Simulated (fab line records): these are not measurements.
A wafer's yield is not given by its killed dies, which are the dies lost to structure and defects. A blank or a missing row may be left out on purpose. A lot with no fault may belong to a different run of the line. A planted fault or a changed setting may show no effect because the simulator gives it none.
fab line records	flow gf180mcu
record lots=24	wafers=72	last_day=35
route steps=602 shown CONTACT@309 V1@337 M2@364 V2@397 V4@493
lots with no fault: from the same line, run without faults
start_h: the number of hours between the record's first day and the start of the first shown wafer of the lot	wait_h: hours from the lot's prior step to this one	" same as the row above	L1.1+2: one row covering several wafers at once	- no value, or no start was given	* or withheld: withheld	< > ~ a bound
route shown NAME@n: names a module that has steps shown in the file, with the first one's number in the route	usual: the fault-free wafers' mean and standard deviation	same: alike in all rows	chamber/n: place in a boat	sites: the reading at each site	_std_site: standard deviation across them	_edge_site: the outer-site mean with the inner-site mean subtracted	radius_mm: how far each site lies from the wafer's centre	mask NAME#n: copy n	behind: the tool/chamber that last shaped the wafer	hold: why the lot went on hold/how many hours it stayed there/how the hold came to an end	device: which transistor (n, p or np) failed to switch	end of line: at the end of the route, the tests of the same wafers	a step given without rows: its recipe and nothing more	killed: dies lost to structure and defects at the first sort, not the wafer's yield	map: per-die view of a wafer (x killed, . not killed, _ where there is no die)
set.NAME: the setting that was run; set.NAME@STEP: the one run at that earlier step	model.NAME: the simulator's own value behind a step, which no gauge read
a sample of lots followed through the steps of the route, with each step as a table and each wafer as a row
services: when a tool's chamber went out of use (start_h, in hours from the record's first day, below 0 if earlier), for how many hours, and the reason
## steps
# step GF_CONTACT_SPUTTER_22
# recipe material=Ti	target_thk_nm=15	chamber_pressure_pa=5	power_w=2500	substrate_temp_c=200	time_s=80.02
# usual throttle_valve_pct=29.9/1.1
lot.wafer	tool	chamber	start_h	wait_h	throttle_valve_pct
L074.3	pvd_sputter-04	-	365.48	0.0	30.1
L074.4	"	-	"	"	28.6
L074.5	"	-	"	"	30.0
L075.1	pvd_sputter-02	-	377.93	0.0	31.5
L075.2	"	-	"	"	29.6
L075.4	"	-	"	"	29.4
L076.1	pvd_sputter-02	-	395.10	0.0	29.7
L076.3	"	-	"	"	31.4
L076.4	"	-	"	"	29.3
L077.1	pvd_sputter-04	-	409.35	0.0	28.4
L077.2	"	-	"	"	29.7
L077.4	"	-	"	"	28.0
L078.3	pvd_sputter-02	-	410.46	0.0	32.0
L078.4	"	-	"	"	31.4
L078.5	"	-	"	"	29.4
L079.4	pvd_sputter-03	-	413.55	0.0	31.0
L079.5	"	-	"	"	30.8
L079.6	"	-	"	"	28.6
L080.2	pvd_sputter-04	-	431.93	0.0	30.1
L080.3	"	-	"	"	27.8
L080.6	"	-	"	"	30.1
L081.1	pvd_sputter-03	-	440.33	0.0	30.8
L081.2	"	-	"	"	31.1
L081.6	"	-	"	"	31.1
L082.1	pvd_sputter-03	-	449.20	0.0	30.3
L082.3	"	-	"	"	28.6
L082.5	"	-	"	"	30.9
L083.1	pvd_sputter-03	-	457.03	0.0	30.5
L083.2	"	-	"	"	30.7
L083.6	"	-	"	"	30.8
L084.1	pvd_sputter-04	-	465.02	0.0	28.0
L084.2	"	-	"	"	28.2
L084.3	"	-	"	"	30.3
L085.1	pvd_sputter-03	-	473.21	0.0	30.5
L085.4	"	-	"	"	30.9
L085.6	"	-	"	"	31.1
L086.1	pvd_sputter-03	-	482.51	0.0	28.6
L086.2	"	-	"	"	30.5
L086.4	"	-	"	"	30.9
L087.1	pvd_sputter-04	-	487.15	0.0	28.4
L087.3	"	-	"	"	28.1
L087.5	"	-	"	"	28.7
L088.3	pvd_sputter-03	-	492.40	0.0	30.4
L088.4	"	-	"	"	31.1
L088.5	"	-	"	"	30.9
L089.2	pvd_sputter-03	-	506.22	0.0	30.6
L089.4	"	-	"	"	30.6
L089.6	"	-	"	"	31.0
L090.1	pvd_sputter-04	-	511.37	0.0	28.1
L090.2	"	-	"	"	28.4
L090.3	"	-	"	"	30.0
L091.1	pvd_sputter-04	-	521.74	0.0	28.0
L091.2	"	-	"	"	28.5
L091.5	"	-	"	"	29.9
L092.1	pvd_sputter-02	-	530.83	0.0	31.5
L092.5	"	-	"	"	29.0
L092.6	"	-	"	"	31.6
L093.1	pvd_sputter-02	-	533.92	0.0	31.4
L093.2	"	-	"	"	29.2
L093.5	"	-	"	"	31.7
L094.1	pvd_sputter-03	-	546.06	0.0	30.7
L094.2	"	-	"	"	28.9
L094.4	"	-	"	"	30.7
L095.3	pvd_sputter-04	-	553.02	0.0	27.9
L095.4	"	-	"	"	30.2
L095.6	"	-	"	"	30.1
L096.1	pvd_sputter-03	-	565.03	0.0	30.7
L096.4	"	-	"	"	28.8
L096.5	"	-	"	"	28.9
L097.2	pvd_sputter-03	-	575.25	0.0	28.7
L097.4	"	-	"	"	31.0
L097.6	"	-	"	"	30.5
# step GF_V1_CVD_02
# recipe material=SiO2	target_thk_nm=850	precursor=TEOS	temp_c=400	time_s=94.851	rf_w=600
# usual heater_power_w=635/120	susceptor_temp_C=400.02/0.23
lot.wafer	tool	chamber	start_h	wait_h	heater_power_w	susceptor_temp_C
L074.3	pecvd-03	1	390.92	0.0	545	400.38
L074.4	"	0	"	"	704	399.67
L074.5	"	2	"	"	525	400.58
L075.1	pecvd-02	1	402.99	0.1	549	400.32
L075.2	"	2	"	"	753	400.12
L075.4	"	1	"	"	603	400.06
L076.1	pecvd-03	0	420.89	0.1	668	399.83
L076.3	"	2	"	"	481	399.75
L076.4	"	0	"	"	692	399.88
L077.1	pecvd-02	1	435.55	0.1	570	399.70
L077.2	"	2	"	"	736	400.08
L077.4	"	2	"	"	802	399.99
L078.3	pecvd-03	0	436.65	0.0	678	399.76
L078.4	"	2	"	"	514	399.76
L078.5	"	0	"	"	695	399.62
L079.4	pecvd-03	2	439.87	0.1	402	400.35
L079.5	"	0	"	"	736	400.12
L079.6	"	1	"	"	554	400.14
L080.2	pecvd-03	1	458.64	0.0	532	400.38
L080.3	"	0	"	"	687	400.30
L080.6	"	1	"	"	573	400.32
L081.1	pecvd-01	0	466.37	0.1	806	400.06
L081.2	"	2	"	"	735	399.91
L081.6	"	0	"	"	664	399.95
L082.1	pecvd-01	0	475.46	0.1	829	400.37
L082.3	"	2	"	"	636	400.23
L082.5	"	2	"	"	729	400.44
L083.1	pecvd-01	1	484.00	0.1	459	399.96
L083.2	"	0	"	"	791	399.72
L083.6	"	2	"	"	631	399.74
L084.1	pecvd-01	0	491.26	0.1	768	400.23
L084.2	"	2	"	"	673	400.27
L084.3	"	1	"	"	531	399.94
L085.1	pecvd-02	0	499.14	0.1	579	399.58
L085.4	"	1	"	"	649	400.05
L085.6	"	0	"	"	614	399.85
L086.1	pecvd-02	0	508.64	0.1	596	399.89
L086.2	"	2	"	"	814	400.02
L086.4	"	1	"	"	501	399.87
L087.1	pecvd-02	2	512.65	0.1	792	400.30
L087.3	"	0	"	"	561	400.27
L087.5	"	2	"	"	818	400.01
L088.3	pecvd-01	1	517.91	0.0	574	400.08
L088.4	"	2	"	"	760	399.74
L088.5	"	0	"	"	824	399.47
L089.2	pecvd-03	1	531.61	0.0	473	400.00
L089.4	"	2	"	"	512	399.98
L089.6	"	1	"	"	533	399.92
L090.1	pecvd-01	0	536.79	0.1	796	399.98
L090.2	"	2	"	"	798	400.18
L090.3	"	1	"	"	500	399.77
L091.1	pecvd-03	0	545.98	0.1	662	400.21
L091.2	"	1	"	"	465	399.72
L091.5	"	0	"	"	706	400.38
L092.1	pecvd-01	0	554.93	0.1	722	399.93
L092.5	"	2	"	"	770	400.19
L092.6	"	1	"	"	456	399.97
L093.1	pecvd-01	1	558.08	0.1	502	399.72
L093.2	"	0	"	"	701	399.88
L093.5	"	2	"	"	798	400.30
L094.1	pecvd-03	1	570.58	0.1	574	400.26
L094.2	"	0	"	"	653	400.08
L094.4	"	1	"	"	467	399.96
L095.3	pecvd-02	1	577.64	0.0	540	400.00
L095.4	"	2	"	"	855	400.60
L095.6	"	1	"	"	600	399.86
L096.1	pecvd-03	0	588.68	0.1	709	400.06
L096.4	"	0	"	"	726	400.02
L096.5	"	2	"	"	529	400.19
L097.2	pecvd-02	1	599.46	0.0	562	400.30
L097.4	"	0	"	"	549	400.32
L097.6	"	2	"	"	665	399.88
# step GF_V1_RS_MEAS_24
# recipe thk_meas_gauge=four-point-probe	reads=W_of_V1_CVD_23+TiN_of_V1_SPUTTER_22+Ti_of_V1_SPUTTER_21
# usual V1_W_RS=0.329/0.0038
lot.wafer	tool	chamber	start_h	wait_h	V1_W_RS[ohm/sq]
L074.3	film_metro-02	-	416.47	0.1	0.329
L074.4	"	-	"	"	0.337
L074.5	"	-	"	"	0.333
L075.1	film_metro-02	-	428.87	0.1	0.332
L075.2	"	-	"	"	0.334
L075.4	"	-	"	"	0.333
L076.1	film_metro-04	-	447.23	0.1	0.330
L076.3	"	-	"	"	0.331
L076.4	"	-	"	"	0.330
L077.1	film_metro-01	-	461.86	0.1	0.332
L077.2	"	-	"	"	0.332
L077.4	"	-	"	"	0.332
L078.3	film_metro-01	-	462.84	0.1	0.333
L078.4	"	-	"	"	0.330
L078.5	"	-	"	"	0.335
L079.4	film_metro-02	-	466.08	0.1	0.325
L079.5	"	-	"	"	0.326
L079.6	"	-	"	"	0.327
L080.2	film_metro-01	-	484.64	0.1	0.320
L080.3	"	-	"	"	0.316
L080.6	"	-	"	"	0.319
L081.1	film_metro-02	-	491.57	0.1	0.329
L081.2	"	-	"	"	0.327
L081.6	"	-	"	"	0.328
L082.1	film_metro-04	-	501.28	0.1	0.331
L082.3	"	-	"	"	0.330
L082.5	"	-	"	"	0.329
L083.1	film_metro-02	-	509.83	0.1	0.325
L083.2	"	-	"	"	0.322
L083.6	"	-	"	"	0.323
L084.1	film_metro-04	-	516.99	0.1	0.324
L084.2	"	-	"	"	0.327
L084.3	"	-	"	"	0.330
L085.1	film_metro-01	-	524.26	0.1	0.327
L085.4	"	-	"	"	0.329
L085.6	"	-	"	"	0.327
L086.1	film_metro-01	-	533.21	0.1	0.332
L086.2	"	-	"	"	0.335
L086.4	"	-	"	"	0.335
L087.1	film_metro-02	-	537.12	0.1	0.327
L087.3	"	-	"	"	0.334
L087.5	"	-	"	"	0.329
L088.3	film_metro-02	-	543.26	0.2	0.329
L088.4	"	-	"	"	0.328
L088.5	"	-	"	"	0.331
L089.2	film_metro-02	-	556.21	0.2	0.331
L089.4	"	-	"	"	0.334
L089.6	"	-	"	"	0.332
L090.1	film_metro-02	-	561.01	0.2	0.326
L090.2	"	-	"	"	0.326
L090.3	"	-	"	"	0.327
L091.1	film_metro-04	-	570.37	0.1	0.332
L091.2	"	-	"	"	0.331
L091.5	"	-	"	"	0.333
L092.1	film_metro-04	-	578.46	0.1	0.327
L092.5	"	-	"	"	0.327
L092.6	"	-	"	"	0.326
L093.1	film_metro-02	-	581.81	0.1	0.333
L093.2	"	-	"	"	0.326
L093.5	"	-	"	"	0.328
L094.1	film_metro-04	-	593.46	0.1	0.328
L094.2	"	-	"	"	0.331
L094.4	"	-	"	"	0.324
L095.3	film_metro-02	-	600.21	0.1	0.332
L095.4	"	-	"	"	0.326
L095.6	"	-	"	"	0.327
L096.1	film_metro-01	-	611.93	0.1	0.338
L096.4	"	-	"	"	0.333
L096.5	"	-	"	"	0.335
L097.2	film_metro-01	-	621.99	0.1	0.327
L097.4	"	-	"	"	0.331
L097.6	"	-	"	"	0.327
# step GF_M2_SPUTTER_02
# recipe material=AlCu	target_thk_nm=450	power_w=10600	time_s=23.9	chamber_pressure_pa=0.4
# usual throttle_valve_pct=30.4/0.96
lot.wafer	tool	chamber	start_h	wait_h	throttle_valve_pct
L074.3	pvd_sputter-03	-	417.04	0.0	31.3
L074.4	"	-	"	"	30.7
L074.5	"	-	"	"	30.8
L075.1	pvd_sputter-01	-	429.48	0.0	29.7
L075.2	"	-	"	"	30.4
L075.4	"	-	"	"	31.0
L076.1	pvd_sputter-02	-	447.84	0.0	29.1
L076.3	"	-	"	"	29.1
L076.4	"	-	"	"	31.6
L077.1	pvd_sputter-03	-	462.47	0.0	31.0
L077.2	"	-	"	"	30.6
L077.4	"	-	"	"	29.0
L078.3	pvd_sputter-03	-	463.41	0.0	30.5
L078.4	"	-	"	"	30.5
L078.5	"	-	"	"	30.7
L079.4	pvd_sputter-03	-	466.63	0.0	31.0
L079.5	"	-	"	"	30.8
L079.6	"	-	"	"	30.5
L080.2	pvd_sputter-02	-	485.23	0.0	29.2
L080.3	"	-	"	"	29.0
L080.6	"	-	"	"	29.0
L081.1	pvd_sputter-02	-	492.18	0.0	29.3
L081.2	"	-	"	"	31.8
L081.6	"	-	"	"	29.4
L082.1	pvd_sputter-02	-	501.89	0.0	31.2
L082.3	"	-	"	"	29.0
L082.5	"	-	"	"	31.6
L083.1	pvd_sputter-02	-	510.46	0.0	31.6
L083.2	"	-	"	"	31.2
L083.6	"	-	"	"	31.5
L084.1	pvd_sputter-01	-	517.60	0.0	29.7
L084.2	"	-	"	"	30.2
L084.3	"	-	"	"	30.9
L085.1	pvd_sputter-01	-	524.88	0.0	30.5
L085.4	"	-	"	"	29.6
L085.6	"	-	"	"	30.5
L086.1	pvd_sputter-03	-	533.83	0.0	30.8
L086.2	"	-	"	"	30.5
L086.4	"	-	"	"	30.9
L087.1	pvd_sputter-01	-	537.73	0.0	29.6
L087.3	"	-	"	"	30.6
L087.5	"	-	"	"	29.7
L088.3	pvd_sputter-03	-	543.83	0.0	31.1
L088.4	"	-	"	"	28.7
L088.5	"	-	"	"	30.5
L089.2	pvd_sputter-01	-	556.80	0.0	32.0
L089.4	"	-	"	"	29.5
L089.6	"	-	"	"	30.6
L090.1	pvd_sputter-02	-	561.62	0.0	29.5
L090.2	"	-	"	"	31.1
L090.3	"	-	"	"	29.2
L091.1	pvd_sputter-02	-	570.98	0.0	29.2
L091.2	"	-	"	"	31.7
L091.5	"	-	"	"	29.3
L092.1	pvd_sputter-02	-	579.07	0.0	31.4
L092.5	"	-	"	"	31.0
L092.6	"	-	"	"	29.5
L093.1	pvd_sputter-02	-	582.42	0.0	29.1
L093.2	"	-	"	"	31.2
L093.5	"	-	"	"	31.0
L094.1	pvd_sputter-01	-	594.07	0.0	31.9
L094.2	"	-	"	"	30.2
L094.4	"	-	"	"	29.8
L095.3	pvd_sputter-03	-	600.78	0.0	30.5
L095.4	"	-	"	"	28.5
L095.6	"	-	"	"	30.9
L096.1	pvd_sputter-02	-	612.55	0.0	31.1
L096.4	"	-	"	"	31.6
L096.5	"	-	"	"	29.2
L097.2	pvd_sputter-02	-	622.58	0.0	29.3
L097.4	"	-	"	"	31.1
L097.6	"	-	"	"	31.6
# step GF_V2_OVL_MEAS_15
# usual V2_OVL=-2/4.8
lot.wafer	tool	chamber	start_h	wait_h	V2_OVL[nm]
L074.3	overlay-01	-	467.73	0.1	3
L074.4	"	-	"	"	-1
L074.5	"	-	"	"	1
L075.1	overlay-01	-	481.10	0.1	-1
L075.2	"	-	"	"	-5
L075.4	"	-	"	"	-5
L076.1	overlay-01	-	498.62	0.1	0
L076.3	"	-	"	"	3
L076.4	"	-	"	"	-7
L077.1	overlay-01	-	511.92	0.1	-3
L077.2	"	-	"	"	-2
L077.4	"	-	"	"	2
L078.3	overlay-01	-	512.78	0.1	-4
L078.4	"	-	"	"	-3
L078.5	"	-	"	"	-3
L079.4	overlay-01	-	515.74	0.1	-4
L079.5	"	-	"	"	-8
L079.6	"	-	"	"	0
L080.2	overlay-02	-	534.32	0.1	0
L080.3	"	-	"	"	2
L080.6	"	-	"	"	-2
L081.1	overlay-02	-	541.37	0.1	-2
L081.2	"	-	"	"	-1
L081.6	"	-	"	"	-6
L082.1	overlay-02	-	549.40	0.1	-3
L082.3	"	-	"	"	-10
L082.5	"	-	"	"	-6
L083.1	overlay-01	-	557.45	0.1	-10
L083.2	"	-	"	"	0
L083.6	"	-	"	"	-14
L084.1	overlay-02	-	565.32	0.1	-7
L084.2	"	-	"	"	-10
L084.3	"	-	"	"	-9
L085.1	overlay-01	-	571.57	0.1	-3
L085.4	"	-	"	"	-4
L085.6	"	-	"	"	-11
L086.1	overlay-01	-	580.47	0.1	-2
L086.2	"	-	"	"	4
L086.4	"	-	"	"	4
L087.1	overlay-02	-	583.85	0.1	3
L087.3	"	-	"	"	4
L087.5	"	-	"	"	3
L088.3	overlay-01	-	590.07	0.1	-5
L088.4	"	-	"	"	-5
L088.5	"	-	"	"	1
L089.2	overlay-01	-	602.08	0.1	1
L089.4	"	-	"	"	4
L089.6	"	-	"	"	5
L090.1	overlay-02	-	606.62	0.1	3
L090.2	"	-	"	"	0
L090.3	"	-	"	"	2
L091.1	overlay-01	-	615.42	0.1	4
L091.2	"	-	"	"	-2
L091.5	"	-	"	"	-4
L092.1	overlay-01	-	624.00	0.1	-9
L092.5	"	-	"	"	-6
L092.6	"	-	"	"	0
L093.1	overlay-01	-	627.57	0.1	4
L093.2	"	-	"	"	-1
L093.5	"	-	"	"	-1
L094.1	overlay-01	-	638.72	0.1	-4
L094.2	"	-	"	"	-5
L094.4	"	-	"	"	-7
L095.3	overlay-02	-	644.38	0.1	1
L095.4	"	-	"	"	-12
L095.6	"	-	"	"	-8
L096.1	overlay-01	-	656.92	0.1	9
L096.4	"	-	"	"	9
L096.5	"	-	"	"	3
L097.2	overlay-02	-	665.42	0.1	-5
L097.4	"	-	"	"	0
L097.6	"	-	"	"	1
# step GF_V4_ETCH_17
# recipe chemistry=C4F8/O2/Ar	mask_material=KrF	target=SiO2	stop_on=TiN	source_w=1500	bias_w=1200	pressure_mtorr=40	c4f8_flow_sccm=withheld	O2_flow_sccm=6	Ar_flow_sccm=300	time_s=withheld	target_depth_a=6300
# usual oes_product_au=0.856/0.0046
lot.wafer	tool	chamber	start_h	wait_h	oes_product_au
L074.3	rie_diel-01	1	-	-	0.854
L074.4	"	0	"	"	0.850
L074.5	"	1	"	"	0.861
L075.1	rie_diel-01	2	-	-	0.854
L075.2	"	1	"	"	0.857
L075.4	"	3	"	"	0.858
L076.1	rie_diel-03	0	-	-	0.857
L076.3	"	3	"	"	0.858
L076.4	"	2	"	"	0.864
L077.1	rie_diel-01	2	-	-	0.853
L077.2	"	0	"	"	0.851
L077.4	"	3	"	"	0.848
L078.3	rie_diel-03	0	-	-	0.852
L078.4	"	1	"	"	0.864
L078.5	"	1	"	"	0.857
L079.4	rie_diel-01	2	-	-	0.854
L079.5	"	0	"	"	0.859
L079.6	"	1	"	"	0.861
L080.2	rie_diel-02	3	-	-	0.867
L080.3	"	1	"	"	0.856
L080.6	"	0	"	"	0.857
L081.1	rie_diel-02	0	-	-	0.864
L081.2	"	1	"	"	0.849
L081.6	"	1	"	"	0.853
L082.1	rie_diel-03	0	-	-	0.851
L082.3	"	1	"	"	0.856
L082.5	"	0	"	"	0.859
L083.1	rie_diel-02	2	-	-	0.851
L083.2	"	0	"	"	0.859
L083.6	"	3	"	"	0.855
L084.1	rie_diel-01	2	-	-	0.854
L084.2	"	1	"	"	0.854
L084.3	"	0	"	"	0.859
L085.1	rie_diel-03	2	-	-	0.853
L085.4	"	0	"	"	0.863
L085.6	"	3	"	"	0.853
L086.1	rie_diel-03	0	-	-	0.856
L086.2	"	2	"	"	0.858
L086.4	"	3	"	"	0.858
L087.1	rie_diel-03	3	-	-	0.851
L087.3	"	2	"	"	0.859
L087.5	"	2	"	"	0.859
L088.3	rie_diel-03	0	-	-	0.852
L088.4	"	3	"	"	0.853
L088.5	"	1	"	"	0.856
L089.2	rie_diel-01	3	-	-	0.857
L089.4	"	0	"	"	0.858
L089.6	"	2	"	"	0.856
L090.1	rie_diel-01	2	-	-	0.852
L090.2	"	3	"	"	0.854
L090.3	"	1	"	"	0.860
L091.1	rie_diel-03	0	-	-	0.858
L091.2	"	1	"	"	0.856
L091.5	"	2	"	"	0.853
L092.1	rie_diel-01	1	-	-	0.859
L092.5	"	2	"	"	0.851
L092.6	"	3	"	"	0.857
L093.1	rie_diel-02	0	-	-	0.851
L093.2	"	2	"	"	0.846
L093.5	"	3	"	"	0.856
L094.1	rie_diel-01	1	-	-	0.855
L094.2	"	0	"	"	0.866
L094.4	"	3	"	"	0.857
L095.3	rie_diel-02	0	-	-	0.854
L095.4	"	2	"	"	0.860
L095.6	"	1	"	"	0.854
L096.1	rie_diel-03	2	-	-	0.862
L096.4	"	3	"	"	0.856
L096.5	"	2	"	"	0.856
L097.2	rie_diel-03	1	-	-	0.863
L097.4	"	2	"	"	0.856
L097.6	"	1	"	"	0.857
## services
tool	chamber	start_h	hours	kind
pvd_sputter-03	-	342.21	0.7	repair
pvd_sputter-02	-	391.26	1.4	repair
rie_diel-03	3	394.50	6.0	repair
rie_diel-03	3	446.60	3.7	repair
rie_diel-03	1	450.34	11.0	repair
pvd_sputter-02	-	462.48	3.7	repair
pvd_sputter-03	-	485.82	2.2	repair
pvd_sputter-02	-	486.95	2.6	repair
pvd_sputter-02	-	489.36	2.1	repair
pvd_sputter-02	-	496.24	5.2	repair
pvd_sputter-03	-	499.62	0.7	repair
pvd_sputter-02	-	502.87	2.3	repair
pvd_sputter-03	-	518.58	3.5	repair
rie_diel-03	0	520.44	1.8	repair
rie_diel-03	-	559.60	0.3	repair
pvd_sputter-02	-	573.06	2.3	repair
rie_diel-03	3	632.94	8.8	repair
rie_diel-03	1	656.78	19.6	repair
pvd_sputter-02	-	675.93	4.2	repair
rie_diel-03	1	684.99	3.6	repair
rie_diel-03	1	708.18	19.3	repair
rie_diel-03	-	725.84	1.1	repair
rie_diel-03	1	732.26	7.7	repair
pvd_sputter-03	-	737.09	12.3	repair
## key
fault none
